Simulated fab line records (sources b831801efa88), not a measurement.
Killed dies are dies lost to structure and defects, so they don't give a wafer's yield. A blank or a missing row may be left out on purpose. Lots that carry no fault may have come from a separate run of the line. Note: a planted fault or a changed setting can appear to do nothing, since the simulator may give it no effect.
Code-filled problem report in 8D (eight disciplines) form | flow sfqLine | the parts of the form that need people (team, actions taken, sign-off) are left out

## 1. THE PROBLEM
At SFQ_TRILAYER_M4_LITHO_COAT_098, spinSpeedRpm averages 2868.4 rpm over 6 wafers from 2 lots, while fault-free wafers read 2999.8 rpm, standard deviation 1.7. That puts it -77 standard deviations away from the usual mean.
The step: resist thk 62 nm.
Earliest sighting: wafer L393.2 on lithoTrack-04 at day 42 06:53. Wafers with a number at this step in the record: 18, from 6 lots. Rule for "out", or "out of limits": more than 4 standard deviations from the usual mean. Any other wafer with a number is counted as sound.

## 2. WHAT IT IS AND WHAT IT IS NOT
question                    | is                     | is not
which readings at this step | spinSpeedRpm           | -
which lots                  | L393, L394             | L391, L392, L404, L407
which wafers of those lots  | all that have a number | -
read on which tools         | lithoTrack-04          | lithoTrack-02
when                        | from day 42 06:53      | up to then (6 sound wafers); but 6 sound wafers of L404, L407 came after

## 3. WHAT RULES OUT EACH SUSPECT
Counting: a tool at a process step up to the reading stays a suspect if it ran every lot that is out and no sound lot after the first of them.
- lithoTrack-04 at SFQ_TRILAYER_M4_LITHO_COAT_098 (resist thk 62 nm): kept. All lots that are out passed through it, beginning with L393 at day 42 06:53, and no sound lot followed; its final sound lot before that point was L392 at day 41 21:16. Out on those wafers are its own readings of spinSpeedRpm.
Left after counting: lithoTrack-04 at SFQ_TRILAYER_M4_LITHO_COAT_098.

## 4. THE CAUSE (what the simulator had put in)
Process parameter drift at SFQ_TRILAYER_M4_LITHO_COAT_098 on lithoTrack-04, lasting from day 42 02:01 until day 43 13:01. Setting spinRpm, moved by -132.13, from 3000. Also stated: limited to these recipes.
This tool alone remained once counting was done.

## 5. SEQUENCE OF EFFECTS, ordered by route
Each row: a reading whose mean over the struck wafers that have a number lies more than 3 standard deviations from the usual. Scope: only readings with a usual standard deviation given in the record; hours: median across lots of the time from each lot's start at the first step in this table that gives one to its start at this step; sigmas: change in usual standard deviations.
hours | step                           | reading      | usual      | on struck wafers | change | sigmas
0     | SFQ_TRILAYER_M4_LITHO_COAT_098 | spinSpeedRpm | 2999.8 rpm | 2868.4           | -131.4 | -77
The process steps in it:
- SFQ_TRILAYER_M4_LITHO_COAT_098: resist thk 62 nm.
Later measuring or inspecting steps at which every struck wafer that the step has a row for has a number for every such reading, and none has moved that far: SFQ_M4_OVL_MEAS_926.

## 6. WHAT WOULD HAVE CAUGHT IT SOONER
In this record the first reading out of limits was taken at day 42 06:53, 5 hours after the fault began at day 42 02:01.
